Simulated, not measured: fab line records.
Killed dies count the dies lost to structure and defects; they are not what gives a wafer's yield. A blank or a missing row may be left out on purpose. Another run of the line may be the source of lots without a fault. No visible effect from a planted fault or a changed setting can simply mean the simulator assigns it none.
Split-lot study | flow sfq-line | on a route of 325 steps: 5 lots, 23 wafers read

## ABOUT THE SPLIT
At SFQ_TRILAYER_M0_LITHO_PEB_024 (peb time 60 s), the setting peb-temp-c was moved away from the recipe's 115 C on 10 of the 23 wafers read, by -2.3% to +2.8%. For the rest of the wafers, this setting stayed at what the recipe calls for.

## FROM THE SPLIT ON TO THE READING: in between, the file shows 1 step
- SFQ_TRILAYER_M0_LITHO_DEVELOP_023: time 60 s

## THE READING
M0.cd-nm (the simulator's own value, which no gauge read), in nm, at SFQ_TRILAYER_M0_BARC_OPEN_METAL_ETCH_031 (etches BARC in O2, target depth 125 nm, time 41.7 s). There is no usual value for it anywhere in the file. The 13 wafers here that ran the recipe average 500.0 nm, standard deviation 0.88 nm.

wafer  | tool, chamber at the split | peb-temp-c as run, C | against the recipe | M0.cd-nm, nm | against lot-mates on the recipe
L075.2 | litho-track-02, 0          | 115                  | recipe             | 499.2        | -
L075.3 | litho-track-02, 0          | 113.2                | -1.6%              | 534.2        | +34.6
L075.4 | litho-track-02, 0          | 115                  | recipe             | 499.9        | -
L075.5 | litho-track-02, 0          | 113.2                | -1.6%              | 534.1        | +34.5
L075.6 | litho-track-02, 0          | 115                  | recipe             | 499.6        | -
L077.1 | litho-track-03, 0          | 115                  | recipe             | 500.5        | -
L077.2 | litho-track-03, 0          | 112.4                | -2.3%              | 551.8        | +51.6
L077.4 | litho-track-03, 0          | 115                  | recipe             | 500          | -
L077.6 | litho-track-03, 0          | 115                  | recipe             | 500          | -
L077.5 | litho-track-03, 0          | 112.4                | -2.3%              | 553.2        | +53.0
L079.1 | litho-track-02, 0          | 115                  | recipe             | 500          | -
L079.4 | litho-track-02, 0          | 115                  | recipe             | 500.4        | -
L079.6 | litho-track-02, 0          | 115                  | recipe             | 501.3        | -
L080.1 | litho-track-04, 0          | 113.5                | -1.3%              | 527.3        | +28.9
L080.3 | litho-track-04, 0          | 113.5                | -1.3%              | 527.3        | +28.9
L080.2 | litho-track-04, 0          | 115                  | recipe             | 498.5        | -
L080.5 | litho-track-04, 0          | 113.5                | -1.3%              | 527          | +28.6
L080.6 | litho-track-04, 0          | 115                  | recipe             | 498.3        | -
L084.1 | litho-track-02, 0          | 118.2                | +2.8%              | 448.5        | -52.4
L084.2 | litho-track-02, 0          | 115                  | recipe             | 500.7        | -
L084.3 | litho-track-02, 0          | 118.2                | +2.8%              | 449.2        | -51.8
L084.5 | litho-track-02, 0          | 115                  | recipe             | 501.2        | -
L084.6 | litho-track-02, 0          | 118.2                | +2.8%              | 449.4        | -51.6

FIT RESULTS
A straight line over all 23 wafers: M0.cd-nm changes by -20 nm for each +1% of peb-temp-c; r = -1.00; the points scatter about the line by 2.6 nm.
The same after taking each lot's own level away (the mean of its wafers on the recipe; 23 wafers): -20.4 nm for each +1%; r = -1.00; scatter 2.3 nm.
According to that fit, moving peb-temp-c by its largest amount changes the reading by 57 nm.
Across the lots, their own levels run from 498.40 to 500.95 nm, a range of 2.9 times the standard deviation given above.
So the lot-to-lot level changes the slope little: the two slopes agree.
Check: -55.8 nm against its lot-mates is what the line predicts for one of the wafers moved furthest among these (+2.8%) when that wafer is left out of the fit. Against them it came out at -52.4 nm.

## FURTHER SPLITS ON THESE WAFERS
Before the reading, these wafers also passed through other splits. Each is held against what the fit with the lots' levels taken away leaves over:
other split on the same wafers               | wafers away from the commonest value | r with M0.cd-nm (lot level and that fit taken away)
SFQ_TRILAYER_L0_LITHO_COAT_005 spin-rpm      | 8                                    | +0.00
SFQ_TRILAYER_L0_LITHO_PEB_008 peb-time-s     | 11                                   | -0.02
SFQ_TRILAYER_L0_CAP_PECVD_011 time-s         | 5                                    | -0.28
SFQ_TRILAYER_L0_VIA_LITHO_PEB_016 peb-temp-c | 8                                    | -0.02

## THE FILE'S OWN FIT
M0.cd-nm changes by -20.8 nm for each +1% of peb-temp-c, r = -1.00.
